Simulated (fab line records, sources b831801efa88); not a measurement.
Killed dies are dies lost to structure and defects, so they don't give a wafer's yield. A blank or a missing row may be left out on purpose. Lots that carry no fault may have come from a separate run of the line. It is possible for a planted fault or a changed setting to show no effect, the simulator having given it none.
The same fault as seen by 2 desks    flow sky130    numbers are kept per desk, each desk with only its own; the story behind them comes last

== FROM THE METROLOGY DESK ==
What the gauges read for every lot (on any tool): the sampled wafers with a number, averaged. If a lot's mean is further than 4 standard deviations from the usual mean, the lot is out of limits and carries the mark OUT (the distance appears in the brackets). 7 of its 8 readings are shown: the first one out of limits and those lying furthest out on some lot.
Columns: A = VIA2_W_RS at SKY_VIA2_RS_MEAS_22, usual 0.2730 ohm/sq; B = VIA2_W_THK at SKY_VIA2_THK_MEAS_23, usual 441 nm; C = CAPM_TIN_RS at SKY_CAPM_RS_MEAS_03, usual 6.92 ohm/sq; D = CAPM_TIN_THK at SKY_CAPM_THK_MEAS_04, usual 201.6 nm; E = CAPM_OVL at SKY_CAPM_OVL_MEAS_12, usual -1.1 nm; F = cd nm at SKY_METAL3_CD_MEAS_13, usual 299.8 nm; G = METAL3_OVL at SKY_METAL3_OVL_MEAS_14, usual 3 nm
lot   first seen here  A       B    C                D                E     F      G
L520  day 36 21:47     0.2763  432  6.87             203.4            -0.2  301.3  -2
L530  day 40 05:34     0.2734  434  6.90             200.6            -2.8  299.9  4
L531  day 40 11:08     0.2710  445  6.02 (-9.0) OUT  234.5 (+13) OUT  -1.6  298.2  1
L533  day 40 19:10     0.2728  437  6.92             200.8            -1.2  299.4  12
L540  day 42 19:50     0.2705  439  6.89             204.0            -0.2  299.8  2
This desk finds L531 out of limits, with the earliest case on L531 at day 40 12:15 (CAPM_TIN_RS at SKY_CAPM_RS_MEAS_03). L520, L530, L533, L540 stayed within limits.

== FOR THE TOOL OWNER'S DESK: pvd sputter-04 ==
At SKY_CAPM_SPUTTER_02 (material TiN, target thk 200 nm, time 166.7 s) the tool's own readings: per lot run on this tool, the mean of the sampled wafers that have a number. If a lot's mean is further than 4 standard deviations from the usual mean, the lot is out of limits and carries the mark OUT (the distance appears in the brackets).
Columns: A = cathode dc power W at SKY_CAPM_SPUTTER_02, usual 6499.9 W; B = substrate temp c at SKY_CAPM_SPUTTER_02, usual 300.02 C; C = throttle valve pct at SKY_CAPM_SPUTTER_02, usual 29.7 %
lot   first seen here  A                         B       C
L530  day 40 08:51     6499.6                    299.89  29.4
L531  day 40 12:07     7623.1 (+99 or more) OUT  300.18  29.7
This desk's verdict: out of limits on L531, starting with L531 at day 40 12:07 (cathode dc power W at SKY_CAPM_SPUTTER_02). L530 stayed within limits.

== BROUGHT TOGETHER ==
An alarm could have come from the tool owner's desk at day 40 12:07, on L531.
At day 40 12:15 the metrology desk could have sounded an alarm, on L531.
SKY_CAPM_SPUTTER_02 was run on pvd sputter-04 by each of the lots named.

== WHAT THE SIMULATOR PUT IN ==
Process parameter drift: pvd sputter-04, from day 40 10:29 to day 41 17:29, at SKY_CAPM_SPUTTER_02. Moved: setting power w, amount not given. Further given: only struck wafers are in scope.
Lots struck among those shown: L531.
Delay (hours) between the fault's onset and each desk's first out-of-limits reading: 2 at the tool owner's desk, 2 at the metrology desk.
